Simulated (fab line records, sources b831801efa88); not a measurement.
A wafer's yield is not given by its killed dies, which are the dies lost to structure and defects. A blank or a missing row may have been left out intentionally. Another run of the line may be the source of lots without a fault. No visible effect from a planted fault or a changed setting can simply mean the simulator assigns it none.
The tool behind it: which one? | flow sky130 | 33 wafers from 11 lots sampled at 3 of the route's 708 steps

## WHAT THE GAUGES SHOWED, per wafer
SKY_GATE_OXIDE_THK_MEAS_02.
lot  | measured     | on            | GATE_OXIDE_OXIDATION_00_THK (nm)
L996 | day 13 06:46 | film metro-04 | 10.37 10.42 10.21
L998 | day 13 14:53 | film metro-02 | 7.79 8.09 7.97
L100 | day 14 02:58 | film metro-03 | 8.24 8.14 7.97
L107 | day 17 08:39 | film metro-03 | 10.15 10.16 10.22
L106 | day 17 10:03 | film metro-03 | 10.44 10.33 10.57
L109 | day 17 20:06 | film metro-04 | 10.47 10.49 10.49
L110 | day 18 01:57 | film metro-02 | 10.34 10.15 10.35
L111 | day 18 01:57 | film metro-04 | 10.36 10.30 10.42
L113 | day 18 10:34 | film metro-03 | 10.17 10.11 10.31
L114 | day 18 17:25 | film metro-02 | 10.13 10.28 10.24
L115 | day 19 11:18 | film metro-03 | 10.11 10.19 10.11

## WHAT TOOL EACH LOT RAN ON (gives the tool, then ch and the chambers of the sampled wafers, and finally the start)
lot  | SKY_VT_ADJUST_PCH_STRIP_09           | SKY_GATE_OXIDE_OXIDATION_01
L996 | plasma asher-01 ch 0,1, day 11 03:12 | furnace-02 ch 0, day 13 05:20
L998 | plasma asher-04 ch 0,1, day 11 13:07 | furnace-02 ch 0, day 13 13:28
L100 | plasma asher-04 ch 0,1, day 12 04:51 | furnace-02 ch 0, day 14 01:32
L107 | plasma asher-01 ch 0,1, day 14 18:21 | furnace-01 ch 0, day 17 07:14
L106 | plasma asher-03 ch 0,1, day 14 18:42 | furnace-01 ch 0, day 17 08:38
L109 | plasma asher-04 ch 0,1, day 15 03:16 | furnace-02 ch 0, day 17 18:41
L110 | plasma asher-03 ch 0,1, day 15 06:48 | furnace-02 ch 0, day 18 00:32
L111 | plasma asher-03 ch 0,1, day 15 08:46 | furnace-02 ch 0, day 18 00:32
L113 | plasma asher-01 ch 0,1, day 15 19:01 | furnace-02 ch 0, day 18 09:09
L114 | plasma asher-01 ch 0,1, day 16 01:04 | furnace-02 ch 0, day 18 16:01
L115 | plasma asher-01 ch 0,1, day 16 13:28 | furnace-02 ch 0, day 19 09:53
- SKY_VT_ADJUST_PCH_STRIP_09: strips in O2/N2.
- SKY_GATE_OXIDE_OXIDATION_01: stabilise 600 s, purge 300 s, target thk 10.268 nm.

## THE ANSWER, worked out from the rows above alone
Rule: the lots themselves supply what counts as usual. Put in order of their means at a reading, lots are off if they are a third of the lots or fewer, leave a main group of 4 or more, and stand apart from it by a gap of 3 or more times the standard deviation of the main group's means; of several such gaps the widest counts. If all means in a main group match to the digits the tables above print for the reading, that group is not used. A lot without any number at a reading at which 4 lots or more have one is off too. The other lots that the step has rows for count as sound.
Off: at SKY_GATE_OXIDE_THK_MEAS_02 (GATE_OXIDE_OXIDATION_00_THK), L998, L100. The main group: mean 10.29 nm, standard deviation 0.12.
If a tool, at a process step before that reading, ran all the lots that are off and no sound lot after the first of them, it fits. Those tools and the gauges at SKY_GATE_OXIDE_THK_MEAS_02 are tried in the same way. Not one of the candidates tried fits.

## WHAT HAD BEEN PUT IN BY THE SIMULATOR
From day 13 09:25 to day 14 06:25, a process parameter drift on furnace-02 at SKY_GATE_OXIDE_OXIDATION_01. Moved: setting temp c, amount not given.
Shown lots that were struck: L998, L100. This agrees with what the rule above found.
